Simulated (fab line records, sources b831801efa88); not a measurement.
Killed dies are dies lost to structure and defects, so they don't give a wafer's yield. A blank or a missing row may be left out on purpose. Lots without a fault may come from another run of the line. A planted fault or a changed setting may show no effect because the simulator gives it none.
Which tool did it? | flow gf180mcu | 15 lots, 45 wafers sampled, at 1 step of a route of 602

WHAT THE GAUGES READ, wafer by wafer
GF_CONTACT_THK_MEAS_26: measures by xrf.
lot  | measured     | on            | CONTACT_W_THK (nm)
L108 | day 15 20:25 | film_metro-02 | 289 292 288
L109 | day 16 11:44 | film_metro-01 | 298 294 297
L110 | day 16 12:43 | film_metro-02 | 294 300 293
L111 | day 16 18:17 | film_metro-02 | 294 293 297
L113 | day 17 12:10 | film_metro-02 | 294 292 290
L116 | day 18 20:17 | film_metro-02 | 289 293 295
L118 | day 19 11:13 | film_metro-04 | 290 288 292
L119 | day 19 18:23 | film_metro-04 | 296 289 299
L120 | day 20 02:45 | film_metro-01 | 297 307 299
L121 | day 20 21:18 | film_metro-04 | 298 300 297
L122 | day 20 23:00 | film_metro-02 | 289 287 299
L123 | day 21 21:22 | film_metro-04 | 292 302 302
L129 | day 23 11:42 | film_metro-02 | 299 303 288
L130 | day 23 12:43 | film_metro-01 | 295 299 300
L131 | day 24 01:10 | film_metro-02 | 296 290 301

WHICH TOOL RAN EACH LOT (tool, then ch and the chambers of the sampled wafers, then the start)
The record holds no process step before these readings.

WHAT THE TOOLS THEMSELVES READ (means of the sampled wafers that have a number; where no wafer has one, the mark that the record gives instead)
The record holds no such reading with a usual standard deviation.

THE ANSWER, worked out from the rows above alone
Rule: what is usual is taken from the lots themselves. Put in order of their means at a reading, lots are off if they are a third of the lots or fewer, leave a main group of 4 or more, and stand apart from it by a gap of 3 or more times the standard deviation of the main group's means; of several such gaps the widest counts. A main group whose means are all the same, to the digits that the tables above print for the reading, isn't used. A lot without any number at a reading at which 4 lots or more have one is off too. The other lots that the step has rows for count as sound. The gauges are gone through in route order, then the tools' own readings, and for those a lot's mean is taken as printed above. The first step at which some lot is off is used, and at that step the reading that is off furthest; a lot without a number counts as furthest.
No lot is off at any reading shown: from this, nothing can be told.

WHAT THE SIMULATOR HAD PUT IN
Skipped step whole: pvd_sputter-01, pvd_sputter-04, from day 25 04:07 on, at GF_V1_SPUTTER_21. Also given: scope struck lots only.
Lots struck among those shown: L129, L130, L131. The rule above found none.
